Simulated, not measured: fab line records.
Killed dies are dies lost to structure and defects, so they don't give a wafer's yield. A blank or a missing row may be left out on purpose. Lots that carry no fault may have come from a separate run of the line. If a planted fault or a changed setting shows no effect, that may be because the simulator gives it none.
Struck lot and sound lot, side by side / flow gf180mcu / 29 out of 602 route steps
Sound: wafers L211.1, L211.2, L211.4. Struck: wafer L204.5 (left out: L204.6, a lot-mate that was not struck); the cause follows at the end.
Each step with rows lists, per side, the tool, then ch with its chambers, then its first start. Under that, the readings that differ: sound wafers / struck wafers / difference of the means / sigmas: that difference in standard deviations of wafers without a fault.
alike: same words and numbers on both sides, and readings whose means sit less than 2 such deviations apart. not compared: any withheld reading, any reading some wafer has no value for, any bound like >300 that may hide the same value, and any number with overlapping values for which the record gives no deviation.
A row with sigmas, a row that says differs or no value, or rows on one side alone: a step with any of these is where the two part. When numbers do not overlap yet have no deviation, they are printed without sigmas and do not part them. A reading missing from all wafers of one side parts the sides only when that side holds two or more wafers.

first, 4 steps without rows for these wafers: GF_V5_STRIP_19 (strips in post etch residue remover, time 1200 s); GF_V5_CLEAN_20 (cleans in DIW); GF_V5_SPUTTER_21 (material Ti, target thk 15 nm, time 80.02 s); GF_V5_SPUTTER_22 (material TiN, target thk 10 nm, time 40 s).
GF_V5_CVD_23: deposits W, target thk 350 nm, time 104.9 s.
  sound on cvdW-01 ch 0,1, day 32 05:59; struck on cvdW-01 ch 1, day 30 16:58
  alike: heaterPowerW
GF_V5_RS_MEAS_24: measures by four-point-probe.
  sound: filmMetro-04 at day 32 06:06; struck: filmMetro-03 at day 30 17:05
  alike: V5_W_RS
GF_V5_THK_MEAS_25: measures by xrf.
  sound: filmMetro-04 at day 32 06:13; struck: filmMetro-03 at day 30 17:10
  alike: V5_W_THK
GF_V5_CMP_26: polishes, stops on SiO2, t overpolish 15 s, target thk 0 nm.
  sound on cmp-01 ch 0,1,3, day 32 06:20; struck on cmp-01 ch 2, day 30 17:23
reading=timeToEndpointS (s); sound=83 81 78; struck=93; difference=+12; sigmas=+3
  alike: motorCurrentA, overpolishRunS
GF_TOP_METAL_SPUTTER_00: material Ti, target thk 37.5 nm, time 150 s.
  sound: pvdSputter-02 at day 32 06:35; struck: pvdSputter-03 at day 30 17:32
  alike: throttleValvePct
then, 3 steps without rows for these wafers: GF_TOP_METAL_SPUTTER_01 (material TiN, target thk 30 nm, time 25 s); GF_TOP_METAL_SPUTTER_02 (material AlCu, target thk 900 nm, time 47.82 s); GF_TOP_METAL_SPUTTER_03 (material Ti, target thk 5 nm, time 3.3 s).
GF_TOP_METAL_SPUTTER_04: material TiN, target thk 25 nm, time 20.8 s.
  sound: pvdSputter-02 at day 32 06:46; struck: pvdSputter-03 at day 30 17:41
reading=model.TiN_of_TOP_METAL_SPUTTER_04.thkNm (nm); sound=24.96 25 24.75; struck=14.77; difference=-10.13; sigmas=
  alike: throttleValvePct
GF_TOP_METAL_RS_MEAS_05: measures by four-point-probe.
  sound: filmMetro-03 at day 32 06:48; struck: filmMetro-04 at day 30 17:47
reading=TOP_METAL_ALCU_RS (ohm/sq); sound=0.0334 0.0334 0.0334; struck=0.0327; difference=-0.0007; sigmas=-2
GF_TOP_METAL_THK_MEAS_06: measures by xrf.
  sound: filmMetro-03 at day 32 06:55; struck: filmMetro-04 at day 30 17:52
reading=TOP_METAL_ALCU_THK (nm); sound=890 882 888; struck=932; difference=+45; sigmas=+4
then, 7 steps without rows for these wafers: GF_TOP_METAL_DEHYDRATE_07 (time 60 s); GF_TOP_METAL_HMDS_08 (prime time 60 s); GF_TOP_METAL_COAT_09 (resist thk 1500 nm); GF_TOP_METAL_SOFTBAKE_10 (time 60 s); GF_TOP_METAL_EXPOSE_11 (exposes mask MetalTop, target cd 440 nm); GF_TOP_METAL_PEB_12; GF_TOP_METAL_DEVELOP_13 (develop time 60 s).
GF_TOP_METAL_CD_MEAS_14 targets a cd of 440 nm.
  sound: cdSem-01 at day 32 22:23; struck: cdSem-02 at day 31 11:13
reading=cdNm (nm); sound=438.0 439.2 436.8; struck=443.0; difference=+5.0; sigmas=+3
GF_TOP_METAL_OVL_MEAS_15:
  sound: overlay-02 at day 32 22:30; struck: overlay-01 at day 31 11:17
  alike: TOP_METAL_OVL
GF_TOP_METAL_METAL_ETCH_16: etches the open film in Cl2/BCl3, stops on SiO2, target depth 1197 nm, time 199.5 s.
  sound on rieMetal-04 ch 0,1, day 32 22:32; struck on rieMetal-04 ch 0, day 31 11:25
  alike: drypumpMotorCurrentA, oesProductAu, throttleValvePct
  not compared: rfHoursCounterH
GF_TOP_METAL_STRIP_17: strips in O2/N2.
  sound on plasmaAsher-03 ch 0,1, day 32 22:44; struck on plasmaAsher-01 ch 0, day 31 11:33
  alike: drypumpMotorCurrentA, heaterPowerW, oesProductAu, stripTimeToEndpointS
  not compared: rfHoursCounterH
GF_TOP_METAL_STRIP_18: strips in post etch residue remover, time 1200 s.
  sound on wetBench-01 ch 2, day 32 22:50; struck on wetBench-03 ch 1, day 31 11:35
reading=model.TiN_of_TOP_METAL_SPUTTER_04.thkNm (nm); sound=24.54 24.58 24.33; struck=14.35; difference=-10.13; sigmas=
  alike: tempC
then, 1 step without rows for these wafers: GF_TOP_METAL_CLEAN_19 (cleans in DIW).
GF_PASSIVATION_PROBE_99:
  the record has rows for the struck wafers here (prober-01, day 32 06:39) and none for the sound ones

== WHERE THEY PART ==
At GF_V5_CMP_26 first; at GF_PASSIVATION_PROBE_99 last (within this record only).

WHY: what had been put in by the simulator
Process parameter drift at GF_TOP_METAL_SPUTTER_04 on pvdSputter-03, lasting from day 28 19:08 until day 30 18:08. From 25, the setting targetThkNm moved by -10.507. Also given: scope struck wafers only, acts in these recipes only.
